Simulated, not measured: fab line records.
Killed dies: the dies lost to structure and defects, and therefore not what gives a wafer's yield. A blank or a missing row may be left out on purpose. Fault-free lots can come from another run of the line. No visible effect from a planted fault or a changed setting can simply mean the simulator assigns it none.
What tool caused it? | flow sky130 | 33 wafers from 11 lots sampled at 2 of the route's 708 steps

WHAT EACH GAUGE READ, for each wafer
SKY_CAP2M_RS_MEAS_03: measures by four-point-probe.
lot  | measured     | on            | CAP2M_TIN_RS (ohm/sq)
L692 | day 40 16:48 | film-metro-01 | 6.95 6.99 7.09
L693 | day 41 03:19 | film-metro-02 | 6.91 6.87 6.81
L694 | day 41 12:47 | film-metro-03 | 6.87 6.72 6.83
L696 | day 41 21:04 | film-metro-01 | 6.91 6.93 6.77
L698 | day 42 14:50 | film-metro-03 | 6.88 6.84 6.91
L701 | day 45 00:31 | film-metro-03 | 6.87 6.85 6.94
L703 | day 45 02:18 | film-metro-01 | 6.95 6.90 6.92
L706 | day 45 07:31 | film-metro-01 | 6.84 6.86 6.90
L709 | day 45 13:50 | film-metro-03 | 6.94 6.87 6.96
L710 | day 46 00:10 | film-metro-01 | 6.91 6.87 6.95
L711 | day 46 04:37 | film-metro-03 | 7.00 6.99 7.06

TOOL THAT RAN EACH LOT (tool first, then ch and the chambers of the sampled wafers, then the start)
lot  | SKY_METAL4_SPUTTER_02
L692 | pvd-sputter-01, day 40 16:26
L693 | pvd-sputter-01, day 41 03:00
L694 | pvd-sputter-04, day 41 12:29
L696 | pvd-sputter-03, day 41 20:47
L698 | pvd-sputter-01, day 42 14:32
L701 | pvd-sputter-01, day 45 00:11
L703 | pvd-sputter-01, day 45 01:59
L706 | pvd-sputter-01, day 45 07:13
L709 | pvd-sputter-03, day 45 13:32
L710 | pvd-sputter-04, day 45 23:53
L711 | pvd-sputter-03, day 46 04:15
- SKY_METAL4_SPUTTER_02: material AlCu, target thk 735 nm, time 39.1 s.

THE ANSWER, worked out from the rows above alone
Rule: usual is defined by the lots themselves. The widest of any qualifying gaps counts: lots, ordered by their means at a reading, are off when they make up no more than a third of the lots, leave a main group of 4 or more, and stand apart from it by 3 or more times the standard deviation of that group's means. Not used: any main group whose means are identical at the precision the tables above print for the reading. Also off: a lot with no number at a reading for which 4 or more lots have one. All remaining lots with rows at the step are treated as sound.
Across all readings shown, no lot is off: no conclusion can be drawn from this.

WHAT THE SIMULATOR HAD INSERTED
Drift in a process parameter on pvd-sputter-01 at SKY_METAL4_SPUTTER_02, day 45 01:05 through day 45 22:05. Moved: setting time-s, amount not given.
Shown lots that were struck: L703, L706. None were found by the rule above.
